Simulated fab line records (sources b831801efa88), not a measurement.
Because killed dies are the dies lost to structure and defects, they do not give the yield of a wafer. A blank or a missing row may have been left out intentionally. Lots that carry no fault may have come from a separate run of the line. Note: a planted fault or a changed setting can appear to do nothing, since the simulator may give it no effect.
Commonality check across tools | flow gf180mcu | Lots sampled 11, wafers sampled 33

WHY THIS WAS OPENED
2 of 11 lots carry a flag on the reading M2_ALCU_RS at GF_M2_RS_MEAS_05. Wafers without a fault read 0.0693 ohm/sq, standard deviation 0.00074.
Rule: a lot gets a flag if all its wafers with a number sit over 4 standard deviations from that mean, or if no wafer of it has a number. All remaining lots are regarded as sound.

lot  | measured     | on            | M2_ALCU_RS (ohm/sq), wafer by wafer | flag
L574 | day 18 14:49 | film metro-02 | 0.0690 0.0688 0.0685                |
L575 | day 19 00:14 | film metro-01 | 0.0714 0.0706 0.0701                |
L576 | day 19 07:33 | film metro-04 | 0.0691 0.0694 0.0689                |
L578 | day 20 07:19 | film metro-01 | 0.1080 0.1083 0.1071                | FLAGGED
L580 | day 21 01:07 | film metro-04 | 0.1057 0.1042 0.1046                | FLAGGED
L586 | day 23 03:52 | film metro-02 | 0.0682 0.0690 0.0691                |
L588 | day 23 20:38 | film metro-01 | 0.0693 0.0691 0.0690                |
L590 | day 24 08:35 | film metro-01 | 0.0706 0.0710 0.0708                |
L591 | day 24 19:23 | film metro-04 | 0.0697 0.0690 0.0690                |
L592 | day 25 00:37 | film metro-02 | 0.0693 0.0681 0.0695                |
L594 | day 25 18:08 | film metro-02 | 0.0693 0.0688 0.0694                |
The mean of the flagged lots' numbers is 0.1063 ohm/sq, +0.0370 ohm/sq from the usual (+50 standard deviations).

TOOL THAT RAN EACH LOT
3 process steps preceding the reading are held in the record, out of 602 steps in the route. Cell contents, in order: the tool; ch with the chambers the sampled wafers went through; the start.
lot  | flag    | GF_V1_CVD_23                  | GF_M2_SPUTTER_02             | GF_M2_SPUTTER_03
L574 |         | cvd w-01 ch 0,1, day 18 14:00 | pvd sputter-01, day 18 14:43 | pvd sputter-01, day 18 14:45
L575 |         | cvd w-01 ch 0, day 18 23:19   | pvd sputter-03, day 19 00:09 | pvd sputter-03, day 19 00:11
L576 |         | cvd w-02 ch 0, day 19 06:43   | pvd sputter-03, day 19 07:26 | pvd sputter-03, day 19 07:28
L578 | FLAGGED | cvd w-02 ch 0,1, day 20 06:30 | pvd sputter-03, day 20 07:11 | pvd sputter-03, day 20 07:13
L580 | FLAGGED | cvd w-02 ch 0,1, day 21 00:18 | pvd sputter-03, day 21 00:59 | pvd sputter-03, day 21 01:01
L586 |         | cvd w-01 ch 0,1, day 23 03:03 | pvd sputter-03, day 23 03:46 | pvd sputter-03, day 23 03:48
L588 |         | cvd w-02 ch 0,1, day 23 19:49 | pvd sputter-03, day 23 20:32 | pvd sputter-03, day 23 20:34
L590 |         | cvd w-02 ch 0,1, day 24 07:47 | pvd sputter-02, day 24 08:30 | pvd sputter-02, day 24 08:32
L591 |         | cvd w-02 ch 0, day 24 18:30   | pvd sputter-03, day 24 19:18 | pvd sputter-03, day 24 19:20
L592 |         | cvd w-02 ch 0,1, day 24 23:48 | pvd sputter-01, day 25 00:29 | pvd sputter-01, day 25 00:31
L594 |         | cvd w-01 ch 0,1, day 25 17:19 | pvd sputter-02, day 25 18:02 | pvd sputter-02, day 25 18:04
What the steps here do:
- GF_V1_CVD_23: deposits W, target thk 350 nm, time 105.05 s.
- GF_M2_SPUTTER_02: material AlCu, target thk 450 nm, time 23.9 s.
- GF_M2_SPUTTER_03: material Ti, target thk 10 nm, time 6.7 s.
- GF_M2_RS_MEAS_05: measures by four-point-probe.

FLAGGED OVER TOTAL, TOOL BY TOOL (the gauges that took the reading come last)
step             | tool           | lots run | flagged | share of the flagged lots | sound lots run after its first flagged lot
GF_V1_CVD_23     | cvd w-01       | 4        | 0       | none                      | -
GF_V1_CVD_23     | cvd w-02       | 7        | 2       | all                       | 4 (L588,L590,L591,L592)
GF_M2_SPUTTER_02 | pvd sputter-01 | 2        | 0       | none                      | -
GF_M2_SPUTTER_02 | pvd sputter-02 | 2        | 0       | none                      | -
GF_M2_SPUTTER_02 | pvd sputter-03 | 7        | 2       | all                       | 3 (L586,L588,L591)
GF_M2_SPUTTER_03 | pvd sputter-01 | 2        | 0       | none                      | -
GF_M2_SPUTTER_03 | pvd sputter-02 | 2        | 0       | none                      | -
GF_M2_SPUTTER_03 | pvd sputter-03 | 7        | 2       | all                       | 3 (L586,L588,L591)
GF_M2_RS_MEAS_05 | film metro-01  | 4        | 1       | some                      | 2 (L588,L590)
GF_M2_RS_MEAS_05 | film metro-02  | 4        | 0       | none                      | -
GF_M2_RS_MEAS_05 | film metro-04  | 3        | 1       | some                      | 1 (L591)

WHAT IS ALLOWED BY THE TABLE
Every flagged lot was run by 3 rows of the table: cvd w-02 at GF_V1_CVD_23, pvd sputter-03 at GF_M2_SPUTTER_02 and pvd sputter-03 at GF_M2_SPUTTER_03.
- cvd w-02 at GF_V1_CVD_23: 2 of its 7 lots flagged. After the first flagged lot (L588, L590, L591, L592), sound lots still ran on it; a lasting fault on the whole tool would not permit that.
- pvd sputter-03 at GF_M2_SPUTTER_02: 2 of its 7 lots flagged. After the first flagged lot (L586, L588, L591), sound lots still ran on it; a lasting fault on the whole tool would not permit that.
- pvd sputter-03 at GF_M2_SPUTTER_03: 2 of its 7 lots flagged. After the first flagged lot (L586, L588, L591), sound lots still ran on it; a lasting fault on the whole tool would not permit that.
None of the table's rows ran every flagged lot and, after the first, no sound lot.

WHAT WAS PUT IN BY THE SIMULATOR
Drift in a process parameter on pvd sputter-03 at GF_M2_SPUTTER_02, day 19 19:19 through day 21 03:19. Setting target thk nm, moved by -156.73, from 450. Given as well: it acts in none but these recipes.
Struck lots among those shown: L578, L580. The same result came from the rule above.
